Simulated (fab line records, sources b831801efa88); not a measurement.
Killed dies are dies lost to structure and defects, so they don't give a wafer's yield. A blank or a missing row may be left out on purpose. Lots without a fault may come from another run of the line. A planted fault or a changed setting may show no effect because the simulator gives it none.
Problem report in the 8D (eight disciplines) form, filled by code | flow sky130 | the parts of the form that need people (team, actions taken, sign-off) are left out

1. THE PROBLEM
FIELD_ISO_CVD_24_THK at SKY_FIELD_ISO_THK_MEAS_25 reads a mean of 292 nm on 2 wafers of 2 lots; wafers without a fault read 592 nm with a standard deviation of 7.3. That is -41 standard deviations from the usual mean.
First seen on wafer L475.2, day 5 03:28, on film_metro-04. The record holds 30 wafers of 10 lots with a number at this step. Rule for "out", or "out of limits": more than 4 standard deviations from the usual mean. The other wafers with a number count as sound.

2. WHAT IT IS AND WHAT IT IS NOT
question                    | is                   | is not
which readings at this step | FIELD_ISO_CVD_24_THK | -
which lots                  | L475, L476           | L462, L463, L464, L465, L466, L467, L474, L485
which wafers of those lots  | L475.2, L476.2       | L475.5, L475.6, L476.5, L476.6
read on which gauges        | film_metro-04        | film_metro-02, film_metro-03
when                        | from day 5 03:28     | up to then (23 sound wafers); but 5 sound wafers of L476, L485 came after

3. SUSPECTS, AND WHAT RULES EACH OUT
Counting: a tool at a process step up to the reading stays a suspect if it ran every lot that is out. Sound lots after the first of them don't rule it out here, since some wafers of a struck lot are sound.
- the gauge at SKY_FIELD_ISO_THK_MEAS_25: ruled out. All the wafers that are out were read on film_metro-04, but those of them that SKY_FIELD_ISO_CMP_27 has rows for are out there too, on other tools.
- hdpcvd-02 at SKY_FIELD_ISO_CVD_24 (deposits SiO2, target thk 595 nm, time 99.2 s): kept. It ran every lot that is out, first L475 (day 5 03:23); its last sound lot up to then is L474 (day 4 22:04).
Left after counting: hdpcvd-02 at SKY_FIELD_ISO_CVD_24.

4. THE CAUSE (what the simulator had put in)
Process parameter drift: hdpcvd-02, from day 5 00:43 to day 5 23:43, at SKY_FIELD_ISO_CVD_24. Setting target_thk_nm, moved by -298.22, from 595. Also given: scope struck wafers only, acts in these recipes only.
Counting left only this tool.

5. THE CHAIN OF EFFECTS, in route order
Each row: a reading whose mean over the struck wafers that have a number lies more than 3 standard deviations from the usual. Only readings for which the record gives a usual standard deviation are gone through. hours: the time from each lot's start at the first step in this table that gives one to its start at this step, as a median over the lots. sigmas: the change in usual standard deviations.
hours | step                      | reading              | usual  | on struck wafers | change | sigmas
0     | SKY_FIELD_ISO_THK_MEAS_25 | FIELD_ISO_CVD_24_THK | 592 nm | 292              | -300   | -41
2     | SKY_FIELD_ISO_CMP_27      | time_to_endpoint_s   | 108 s  | 50               | -58    | -12
1058  | SKY_PAD_OPEN_PROBE_99     | killed_at_front_end  | 15     | 406              | +390   | +85
1058  | SKY_PAD_OPEN_PROBE_99     | killed_dies          | 85     | 492              | +407   | +41
1058  | SKY_PAD_OPEN_PROBE_99     | killed_on_rim        | 17     | 96               | +79    | +21
The process steps in it:
- SKY_FIELD_ISO_CMP_27: polishes, stops on Si3N4, t overpolish 16 s, target thk 457.8 nm.
- SKY_PAD_OPEN_PROBE_99

6. WHAT WOULD HAVE CAUGHT IT SOONER
In this record the first reading out of limits at a measuring or inspecting step was taken at day 5 03:28, 3 hours after the fault began at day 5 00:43.
Of the tool readings at SKY_FIELD_ISO_CVD_24 for which the record gives a usual standard deviation, none was out on any struck wafer, so an alarm limit of 4 standard deviations on them would not have fired.
Of the lots that are out (2), L476 began SKY_FIELD_ISO_CVD_24 on hdpcvd-02 after day 5 03:28. A hold on the tool at that time would have spared it.
